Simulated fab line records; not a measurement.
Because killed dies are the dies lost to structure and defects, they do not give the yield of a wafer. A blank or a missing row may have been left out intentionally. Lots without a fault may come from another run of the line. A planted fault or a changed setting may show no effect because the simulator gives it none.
Which tool was responsible? + flow sfq_line + 42 wafers sampled from 14 lots at 1 step of a route of 325

WHAT THE GAUGES SHOWED, per wafer
Not one reading of a measure or inspect step in the record can be checked against a usual standard deviation.

WHICH TOOL RAN EACH LOT (tool, then ch and the chambers of the sampled wafers, then the start)
| lot  | SFQ_TRILAYER_M5_BARC_OPEN_METAL_ETCH_161 |
|------|------------------------------------------|
| L551 | rie_metal-04 ch 0,1, day 54 08:58        |
| L552 | rie_metal-03 ch 0,1, day 54 10:11        |
| L553 | rie_metal-01 ch 0,1, day 54 11:22        |
| L554 | rie_metal-04 ch 0,1, day 54 13:46        |
| L555 | rie_metal-03 ch 0,1, day 54 14:59        |
| L556 | rie_metal-04 ch 0,1, day 54 16:10        |
| L557 | rie_metal-01 ch 1, day 55 15:10          |
| L562 | rie_metal-01 ch 0,1, day 59 01:50        |
| L563 | rie_metal-01 ch 0,1, day 59 04:13        |
| L566 | rie_metal-04 ch 1, day 59 19:56          |
| L571 | rie_metal-04 ch 0,1, day 60 23:32        |
| L572 | rie_metal-01 ch 0,1, day 61 13:56        |
| L573 | rie_metal-04 ch 0,1, day 61 20:04        |
| L574 | rie_metal-04 ch 1, day 62 03:16          |
- SFQ_TRILAYER_M5_BARC_OPEN_METAL_ETCH_161: etches BARC in O2, target depth 125 nm, time 41.7 s.

AS READ BY THE TOOLS THEMSELVES (means over the sampled wafers that have a number; for cases with no such wafer, the mark the record gives instead)
SFQ_TRILAYER_M5_BARC_OPEN_METAL_ETCH_161. Usual: drypump_motor_current_A 6.2 A, standard deviation 0.37; oes_product_au 0.685 a.u., standard deviation 0.0044; run_length_s 69.7 s, standard deviation 0.38.
| lot  | tool         | drypump_motor_current_A (A) | oes_product_au (a.u.) | run_length_s (s) | flag |
|------|--------------|-----------------------------|-----------------------|------------------|------|
| L551 | rie_metal-04 | 6.2                         | 0.686                 | 70.3             |      |
| L552 | rie_metal-03 | 5.8                         | 0.689                 | 69.3             |      |
| L553 | rie_metal-01 | 6.3                         | 0.684                 | 69.5             |      |
| L554 | rie_metal-04 | 6.3                         | 0.687                 | 70.0             |      |
| L555 | rie_metal-03 | 5.8                         | 0.685                 | 69.8             |      |
| L556 | rie_metal-04 | 6.3                         | 0.685                 | 70.3             |      |
| L557 | rie_metal-01 | 6.2                         | 0.683                 | 69.6             |      |
| L562 | rie_metal-01 | 6.3                         | 0.632                 | 78.4             | OFF  |
| L563 | rie_metal-01 | 6.3                         | 0.631                 | 78.3             | OFF  |
| L566 | rie_metal-04 | 6.6                         | 0.688                 | 70.3             |      |
| L571 | rie_metal-04 | 6.3                         | 0.684                 | 70.0             |      |
| L572 | rie_metal-01 | 6.3                         | 0.687                 | 69.5             |      |
| L573 | rie_metal-04 | 5.9                         | 0.687                 | 70.0             |      |
| L574 | rie_metal-04 | 6.6                         | 0.690                 | 70.1             |      |

THE ANSWER, worked out from the rows above alone
Rule: a lot counts as off when the mean over its wafers that have a number is more than 3 standard deviations away from the usual mean. Also off: a lot with no number at a reading for which 4 or more lots have one. The other lots that the step has rows for count as sound. The gauges are gone through in route order, then the tools' own readings, and for those a lot's mean is taken as printed above. The first step at which some lot is off is used, and at that step the reading that is off furthest; a lot without a number counts as furthest.
Off: L562, L563 (SFQ_TRILAYER_M5_BARC_OPEN_METAL_ETCH_161, run_length_s).
A tool fits if, at that step or a process step before it, it ran every lot that is off, and no sound lot after the first of them. No candidate that was tried fits.

WHAT WAS PUT IN BY THE SIMULATOR
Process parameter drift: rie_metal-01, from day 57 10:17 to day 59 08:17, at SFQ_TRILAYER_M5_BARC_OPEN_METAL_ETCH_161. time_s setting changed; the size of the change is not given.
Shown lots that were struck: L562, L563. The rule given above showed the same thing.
